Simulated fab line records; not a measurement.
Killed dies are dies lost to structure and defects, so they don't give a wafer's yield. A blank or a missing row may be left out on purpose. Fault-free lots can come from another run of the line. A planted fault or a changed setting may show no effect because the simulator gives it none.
Chamber matching :: flow gf180mcu :: GF_V4_CMP_26 on cmp-02 has 4 sister chambers
The step polishes, stops on SiO2, t overpolish 15 s, target thk 0 nm. 4 wafers are shown with their chamber, then 8 later ones without.

== WAFERS WITH THEIR CHAMBER ==
wafer: L381.2
chamber: 1
motor current A (A): 13.2

wafer: L381.3
chamber: 2
motor current A (A): 11.3

wafer: L382.6
chamber: 0
motor current A (A): 11.5

wafer: L386.2
chamber: 3
motor current A (A): 10.3

== WAFERS MISSING THEIR CHAMBER ==
wafer: L386.5
motor current A (A): 9.9

wafer: L386.6
motor current A (A): 11.7

wafer: L391.3
motor current A (A): 10.8

wafer: L391.4
motor current A (A): 10.7

wafer: L391.6
motor current A (A): 9.6

wafer: L395.2
motor current A (A): 11.1

wafer: L395.3
motor current A (A): 12.6

wafer: L395.5
motor current A (A): 12.2

== WHICH CHAMBER EACH ONE RAN IN ==
wafer: L386.5
from the rows above: 3
in truth: 3

wafer: L386.6
from the rows above: can't be placed: 0 or 2
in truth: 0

wafer: L391.3
from the rows above: can't be placed: 2 or 3 or 0
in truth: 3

wafer: L391.4
from the rows above: can't be placed: 3 or 2 or 0
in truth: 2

wafer: L391.6
from the rows above: 3
in truth: 3

wafer: L395.2
from the rows above: can't be placed: 2 or 0 or 3
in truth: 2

wafer: L395.3
from the rows above: can't be placed: 1 or 0 or 2
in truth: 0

wafer: L395.5
from the rows above: can't be placed: 0 or 2 or 1
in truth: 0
Correct placement for 2 of the 8. Not placeable from these rows: 6 (in 6, the candidates include the true chamber). Number placed wrongly: 0.
How it was worked out, from the rows above alone: a wafer's distance from a chamber is the root of the sum, over the readings, of the square of ((its reading less the chamber's mean) divided by the reading's scatter). If the next closest chamber is less than 2 further off than the closest, the wafer can't be placed; otherwise it belongs to the closest. A chamber's mean is the mean of its shown wafers. The scatter (one wafer shown for each chamber): square how far every hidden wafer sits from the nearest shown wafer, average those squares and take the square root.
